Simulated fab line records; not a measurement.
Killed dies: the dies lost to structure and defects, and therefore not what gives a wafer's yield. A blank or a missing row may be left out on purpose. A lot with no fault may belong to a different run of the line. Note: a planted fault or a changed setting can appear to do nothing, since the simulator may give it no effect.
fab line records    flow gf180mcu
record lots=12  wafers=36  lastDay=34
route steps=602 shown M3@424 V3@438 M4@456
lots untouched by any fault: they come from a run of this same line in which no faults occurred
startH: start of the lot's first displayed wafer, in hours after the record's first day    waitH: hours since the lot's step before    " same as the row above    L1.1+2: a single row standing in for several wafers    - no value present, or no start provided    * or withheld: withheld    < > ~ a bound
route shown NAME@n: a module of which the file shows steps, and the number in the route of the first    usual: mean/standard deviation of fault-free wafers    same: alike in all rows    chamber/n: place in a boat    sites: the reading at each site    _std_site: the values' standard deviation    _edge_site: the outer-site mean with the inner-site mean subtracted    radiusMm: for every site, how far away it sits from the centre of the wafer    mask NAME#n: copy n    behind: the last tool/chamber to shape the wafer    hold: why the lot went on hold/how many hours it stayed there/how the hold came to an end    device: transistor that didn't switch, given as n, p or np    end of line: the tests these same wafers got at the end of their route    a step with no rows: only its recipe    killed: count of dies lost to structure and defects at first sort (not the wafer's yield)    map: a wafer's dies, x killed, . not, _ none there
set.NAME: the setting that was run; set.NAME@STEP: the one run at that earlier step    model.NAME: the simulator's own value behind a step, which no gauge read
steps of the route over a sample of lots; a table a step, a row a wafer
services: the hour from which a tool's chamber was out of use, counted from the record's first day as startH (under 0 if before that day), plus the number of hours and why
## steps
# step GF_M3_OVL_MEAS_15
# usual M3_OVL=4/4.7
lot.wafer  tool        chamber  startH  waitH  M3_OVL[nm]
L263.4     overlay-01  -        482.47  0.1    2
L263.5     "           -        "       "      11
L263.6     "           -        "       "      7
L264.2     overlay-02  -        497.47  0.1    4
L264.3     "           -        "       "      2
L264.6     "           -        "       "      2
L265.1     overlay-02  -        505.11  0.1    0
L265.4     "           -        "       "      9
L265.5     "           -        "       "      -4
L266.1     overlay-02  -        512.41  0.1    3
L266.3     "           -        "       "      2
L266.4     "           -        "       "      -4
L267.2     overlay-02  -        516.32  0.1    8
L267.3     "           -        "       "      5
L267.5     "           -        "       "      11
L268.1     overlay-02  -        535.87  0.1    5
L268.2     "           -        "       "      -3
L268.3     "           -        "       "      5
L271.1     overlay-01  -        558.37  0.1    6
L271.3     "           -        "       "      7
L271.6     "           -        "       "      1
L272.2     overlay-01  -        567.07  0.1    6
L272.5     "           -        "       "      2
L272.6     "           -        "       "      4
L274.1     overlay-02  -        586.17  0.1    16
L274.4     "           -        "       "      4
L274.6     "           -        "       "      5
L278.2     overlay-01  -        618.46  0.1    12
L278.4     "           -        "       "      0
L278.5     "           -        "       "      12
L284.4     overlay-01  -        658.37  0.1    5
L284.5     "           -        "       "      15
L284.6     "           -        "       "      8
L285.4     overlay-01  -        660.83  0.1    9
L285.5     "           -        "       "      5
L285.6     "           -        "       "      6
# step GF_V3_COAT_09
# recipe resist=KrF  spinRpm=withheld  resistThkNm=1000
lot.wafer   tool           chamber  startH  waitH
L263.4+5+6  lithoTrack-03  0        495     -
L264.2+3+6  lithoTrack-04  0        510     -
L265.1+4+5  lithoTrack-01  0        517     -
L266.1+3+4  lithoTrack-01  0        524     -
L267.2+3+5  lithoTrack-03  0        528     -
L268.1+2+3  lithoTrack-03  0        547     -
L271.1+3+6  lithoTrack-03  0        570     -
L272.2+5+6  lithoTrack-01  0        579     -
L274.1+4+6  lithoTrack-01  0        597     -
L278.2+4+5  lithoTrack-01  0        630     -
L284.4+5+6  lithoTrack-03  0        669     -
L285.4+5+6  lithoTrack-03  0        671     -
# step GF_V3_CD_MEAS_14
# recipe targetCdNm=260
# usual cdNm=259.9/1.3
lot.wafer  tool      chamber  startH  waitH  cdNm
L263.4     cdSem-02  -        507.64  0.1    258.6
L263.5     "         -        "       "      260.6
L263.6     "         -        "       "      260.3
L264.2     cdSem-01  -        522.39  0.1    260.6
L264.3     "         -        "       "      261.6
L264.6     "         -        "       "      260.8
L265.1     cdSem-02  -        529.52  0.1    258.9
L265.4     "         -        "       "      261.1
L265.5     "         -        "       "      260.2
L266.1     cdSem-02  -        536.39  0.1    259.3
L266.3     "         -        "       "      260.1
L266.4     "         -        "       "      260.5
L267.2     cdSem-01  -        540.69  0.1    261.2
L267.3     "         -        "       "      261.5
L267.5     "         -        "       "      261.0
L268.1     cdSem-02  -        559.32  0.1    262.1
L268.2     "         -        "       "      261.9
L268.3     "         -        "       "      262.4
L271.1     cdSem-02  -        581.44  0.1    261.3
L271.3     "         -        "       "      262.0
L271.6     "         -        "       "      260.8
L272.2     cdSem-02  -        589.95  0.1    259.0
L272.5     "         -        "       "      259.2
L272.6     "         -        "       "      259.2
L274.1     cdSem-01  -        608.33  0.1    259.1
L274.4     "         -        "       "      258.9
L274.6     "         -        "       "      259.8
L278.2     cdSem-02  -        640.21  0.1    260.1
L278.4     "         -        "       "      257.7
L278.5     "         -        "       "      258.3
L284.4     cdSem-02  -        678.70  0.1    258.3
L284.5     "         -        "       "      258.4
L284.6     "         -        "       "      258.2
L285.4     cdSem-02  -        681.33  0.1    261.8
L285.5     "         -        "       "      260.7
L285.6     "         -        "       "      260.9
# step GF_V3_STRIP_18
# recipe chemistry=O2/N2  powerW=1400  pressureMtorr=1500  platenTempC=250  o2FlowSccm=3000  n2FlowSccm=300  overashFraction=0.5
# usual drypumpMotorCurrentA=5.8/0.54  heaterPowerW=337/22  n2FlowSccm=300.2/0.96  oesProductAu=0.593/0.0054
lot.wafer  tool            chamber  startH  waitH  drypumpMotorCurrentA  heaterPowerW  n2FlowSccm  oesProductAu  rfHoursCounterH
L263.4     plasmaAsher-02  1        507.97  -      5.8                   321           299.9       0.595         -
L263.5     "               1        "       "      5.9                   326           301.0       0.594         -
L263.6     "               0        "       "      6.2                   357           300.3       0.588         -
L264.2     plasmaAsher-01  0        522.65  -      4.9                   372           299.7       0.586         71
L264.3     "               0        "       "      4.9                   364           299.9       0.593         -
L264.6     "               0        "       "      4.9                   371           299.4       0.587         -
L265.1     plasmaAsher-02  0        529.80  -      6.2                   356           301.8       0.586         44
L265.4     "               0        "       "      6.1                   350           300.8       0.592         -
L265.5     "               0        "       "      6.2                   356           300.9       0.589         -
L266.1     plasmaAsher-04  0        536.67  -      6.7                   286           298.3       0.596         11
L266.3     "               1        "       "      5.4                   349           298.7       0.590         -
L266.4     "               0        "       "      6.7                   293           298.1       0.601         -
L267.2     plasmaAsher-01  1        540.95  -      5.8                   331           299.6       0.601         73
L267.3     "               1        "       "      5.8                   332           299.2       0.596         -
L267.5     "               0        "       "      4.9                   364           299.2       0.607         -
L268.1     plasmaAsher-04  1        559.60  -      5.4                   353           301.1       0.585         13
L268.2     "               0        "       "      6.7                   290           299.7       0.595         13
L268.3     "               1        "       "      5.4                   344           299.8       0.594         -
L271.1     plasmaAsher-02  0        581.72  -      6.2                   353           300.0       0.591         49
L271.3     "               0        "       "      6.1                   360           301.0       0.590         -
L271.6     "               1        "       "      5.9                   322           299.2       0.591         -
L272.2     plasmaAsher-02  0        590.22  -      6.2                   354           299.4       0.604         50
L272.5     "               0        "       "      6.2                   350           299.1       0.604         -
L272.6     "               1        "       "      5.9                   324           300.7       0.597         -
L274.1     plasmaAsher-01  0        608.62  -      4.9                   365           301.2       0.589         80
L274.4     "               1        "       "      5.8                   329           300.3       0.587         -
L274.6     "               0        "       "      4.9                   367           300.8       0.592         -
L278.2     plasmaAsher-01  1        640.47  -      5.8                   329           301.4       0.574         84
L278.4     "               0        "       "      4.9                   366           301.3       0.586         -
L278.5     "               0        "       "      4.9                   374           299.7       0.592         -
L284.4     plasmaAsher-04  0        678.96  -      6.7                   294           299.7       0.582         -
L284.5     "               1        "       "      5.4                   351           300.3       0.591         -
L284.6     "               0        "       "      6.7                   298           299.1       0.589         -
L285.4     plasmaAsher-02  0        681.58  -      6.1                   344           300.3       0.600         -
L285.5     "               0        "       "      6.2                   359           299.0       0.596         -
L285.6     "               1        "       "      5.9                   324           300.5       0.587         -
# step GF_M4_SPUTTER_00
# recipe material=Ti  targetThkNm=37.5  arrivingIonEnergyEv=80  substrateTempC=200  chamberPressurePa=2  powerW=4000  timeS=150
# usual chamberPressurePa=2.001/0.004  throttleValvePct=30.2/1
lot.wafer  tool           chamber  startH  waitH  chamberPressurePa  throttleValvePct
L263.4     pvdSputter-02  -        509.45  0.2    2.001              28.9
L263.5     "              -        "       "      2.007              30.6
L263.6     "              -        "       "      1.996              29.9
L264.2     pvdSputter-02  -        523.88  0.2    1.993              30.5
L264.3     "              -        "       "      2.003              29.5
L264.6     "              -        "       "      2.001              29.6
L265.1     pvdSputter-04  -        531.03  0.2    2.001              30.9
L265.4     "              -        "       "      2.006              29.1
L265.5     "              -        "       "      1.995              29.5
L266.1     pvdSputter-04  -        537.90  0.1    1.993              29.2
L266.3     "              -        "       "      2.000              30.8
L266.4     "              -        "       "      1.995              30.8
L267.2     pvdSputter-04  -        542.18  0.1    2.005              30.9
L267.3     "              -        "       "      2.008              31.0
L267.5     "              -        "       "      2.001              31.2
L268.1     pvdSputter-04  -        560.96  0.1    2.007              30.9
L268.2     "              -        "       "      2.006              29.6
L268.3     "              -        "       "      2.006              30.9
L271.1     pvdSputter-04  -        583.22  0.2    2.000              29.2
L271.3     "              -        "       "      2.001              30.7
L271.6     "              -        "       "      2.002              29.1
L272.2     pvdSputter-01  -        592.94  0.2    1.996              32.3
L272.5     "              -        "       "      2.003              30.1
L272.6     "              -        "       "      2.003              32.7
L274.1     pvdSputter-01  -        609.86  0.2    2.004              29.7
L274.4     "              -        "       "      2.003              31.7
L274.6     "              -        "       "      2.001              29.6
L278.2     pvdSputter-02  -        641.81  0.1    1.998              29.9
L278.4     "              -        "       "      2.002              30.4
L278.5     "              -        "       "      2.000              29.6
L284.4     pvdSputter-01  -        680.15  0.2    1.998              29.5
L284.5     "              -        "       "      1.998              29.5
L284.6     "              -        "       "      2.013              32.5
L285.4     pvdSputter-04  -        682.78  0.2    2.001              30.8
L285.5     "              -        "       "      2.002              29.8
L285.6     "              -        "       "      1.997              29.5
## services
tool            chamber  startH  hours  kind
plasmaAsher-02  -        480.00  2.8    pm
plasmaAsher-01  -        483.98  15.6   pm
plasmaAsher-02  -        557.39  0.8    repair
plasmaAsher-02  -        561.91  1.3    repair
plasmaAsher-01  -        566.69  2.2    repair
pvdSputter-04   -        577.63  2.6    repair
pvdSputter-01   0        583.74  -      consumableReplace:kit
pvdSputter-01   0        583.74  18.0   scheduledDown
pvdSputter-01   0        583.74  18.0   ventCycle
pvdSputter-04   2        595.38  -      consumableReplace:kit
pvdSputter-04   2        595.38  18.0   scheduledDown
pvdSputter-04   2        595.38  18.0   ventCycle
plasmaAsher-02  -        609.34  7.0    repair
pvdSputter-02   2        626.27  -      consumableReplace:kit
pvdSputter-02   2        626.27  18.0   scheduledDown
pvdSputter-02   2        626.27  18.0   ventCycle
## key
firstSign step=GF_V3_STRIP_18  reading=oesProductAu  direction=down  sigmas=3.7  usual=0.593  struck=0.574
effect none on later readings
metAt GF_V3_COAT_09
struckLots L278
struckWafers L278.2
notActingAt GF_M3_OVL_MEAS_15,GF_V3_CD_MEAS_14,GF_M4_SPUTTER_00
onsetBetween 597 630
fault kind=processParameterDrift  tool=lithoTrack-01  chamber=-  onsetH=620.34  steps=GF_V3_COAT_09  channel=resistThkNm  offset=*  shape=step  endH=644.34  scope=struckWafersOnly  actsIn=*  stated=*
